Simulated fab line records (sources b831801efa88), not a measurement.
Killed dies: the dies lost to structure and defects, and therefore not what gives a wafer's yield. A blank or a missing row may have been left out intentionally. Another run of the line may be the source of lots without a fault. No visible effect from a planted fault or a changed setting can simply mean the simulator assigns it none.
A struck lot beside a sound one / flow sky130 / 15 steps out of a route of 708
Sound: these wafers, L991.1, L991.4, L991.5. The struck wafers were L104.2, L104.5, L104.6. Last of all comes the cause.
Each step with rows lists, per side, the tool, then ch with its chambers, then its first start. Under that, the readings that differ: sound wafers / struck wafers / difference of the means / sigmas: that difference in standard deviations of wafers without a fault.
alike: readings whose means differ by less than 2 such deviations, and words and numbers that are the same on both sides. not compared: withheld readings, readings that some wafer has no value for, bounds like >300 that may hide the same value, and numbers for which the record gives no deviation and whose values overlap.
A row with sigmas, a row that says differs or no value, or rows on one side alone: a step with any of these is where the two part. When numbers do not overlap yet have no deviation, they are printed without sigmas and do not part them. Lack of a reading on every wafer of one side parts them only where that side has two or more wafers.

SKY_SONOS_ONO_THK_MEAS_03:
  sound on filmMetro-02, day 11 19:37; struck on filmMetro-02, day 16 05:32
  alike: SONOS_ONO_CVD_02_THK
then, 1 step without rows for these wafers: SKY_SONOS_ONO_CVD_04 (deposits SiO2 from SiH4/N2O, target thk 5.7199 nm).
SKY_SONOS_ONO_THK_MEAS_05:
  sound on filmMetro-02, day 11 20:55; struck on filmMetro-03, day 16 06:51
  alike: SONOS_ONO_CVD_04_THK
then, 7 steps without rows for these wafers: SKY_SONOS_ONO_DEHYDRATE_06 (time 60 s); SKY_SONOS_ONO_HMDS_07 (prime time 60 s); SKY_SONOS_ONO_COAT_08 (resist thk 1140 nm); SKY_SONOS_ONO_SOFTBAKE_09 (time 60 s); SKY_SONOS_ONO_EXPOSE_10 (exposes mask ONOM, target cd 410 nm); SKY_SONOS_ONO_PEB_11; SKY_SONOS_ONO_DEVELOP_12 (develop time 60 s).
SKY_SONOS_ONO_CD_MEAS_13 targets a cd of 410 nm.
  sound on cdSem-02, day 12 20:58; struck on cdSem-01, day 17 11:36
  alike: cdNm
SKY_SONOS_ONO_OVL_MEAS_14:
  sound on overlay-02, day 12 21:05; struck on overlay-02, day 17 11:42
  alike: SONOS_ONO_OVL
SKY_SONOS_ONO_ETCH_15: etches the open film in CHF3/O2, target depth 19.52 nm, time 7.8 s.
  sound on rieDiel-02 ch 0,2, day 12 21:08; struck on rieDiel-02 ch 0,1,2, day 17 11:44
reading=oesProductAu (a.u.); sound=1.000 1.003 0.996; struck=0.889 0.900 0.904; difference=-0.102; sigmas=-14
reading=model.etch.depthNm (nm); sound=19.57 19.6 19.61; struck=16.34 16.53 16.41; difference=-3.17; sigmas=
reading=model.SONOS_ONO.featureDepthNm (nm); sound=19.57 19.6 19.61; struck=16.34 16.53 16.41; difference=-3.17; sigmas=
reading=model.SiO2_of_NWELL_OXIDATION_01.thkNm (nm); sound=5.47 5.688 5.486; struck=5.994 6.178 5.973; difference=+0.500; sigmas=
  alike: O2_flow_sccm, biasW, drypumpMotorCurrentA, rfFwdPowerW, throttleValvePct
  not compared: rfHoursCounterH
then, 1 step without rows for these wafers: SKY_SONOS_ONO_WET_ETCH_16 (etches SiO2 in dHF, target depth 14 nm, time 280 s).
-- here the record skips 32 days between the struck wafers' starts before and after, leaving off in module SONOS_ONO and picking up in module PAD_OPEN (first step shown: number 708 of the route) --
SKY_PAD_OPEN_PROBE_99:
  sound on prober-01, day 45 23:11; struck on prober-01, day 49 03:49
reading=killedAtOther; sound=0 0 0; struck=1 2 1; difference=+1; sigmas=+2
reading=model.etest.nfet_16v.rOnOhmUm; sound=1.394e+04 1.373e+04 1.377e+04; struck=1.764e+04 1.41e+04 1.422e+04; difference=+1.507e+03; sigmas=
reading=model.etest.pfetG5v0d10v5.rOnOhmUm; sound=4699 4640 4692; struck=5456 4706 4783; difference=+305; sigmas=
reading=model.etest.nfetG5v0d10v5.rOnOhmUm; sound=1876 1834 1870; struck=2471 1879 1903; difference=+224; sigmas=
reading=model.etest.nfetG5v0d10v5.driveUaUm; sound=609.4 623.1 609; struck=396.5 599.6 598.2; difference=-82.4; sigmas=
  alike: killed_at_M0_to_M3, killed_at_M4_up, killedAtContacts, killedAtFrontEnd, killedDies, killedOpen, killedShort
  not compared: model.etest.pfet_16v.rOnOhmUm, model.etest.tipSonos.rsOhmSq, model.etest.nfet_05v0_nvt.driveUaUm, model.etest.nfet_16v.driveUaUm

## WHERE THEY PART
At SKY_SONOS_ONO_ETCH_15 first; at SKY_PAD_OPEN_PROBE_99 last (within this record only).

WHY: what the simulator had put in
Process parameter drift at SKY_SONOS_ONO_ETCH_15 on rieDiel-02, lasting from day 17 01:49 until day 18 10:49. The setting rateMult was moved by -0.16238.
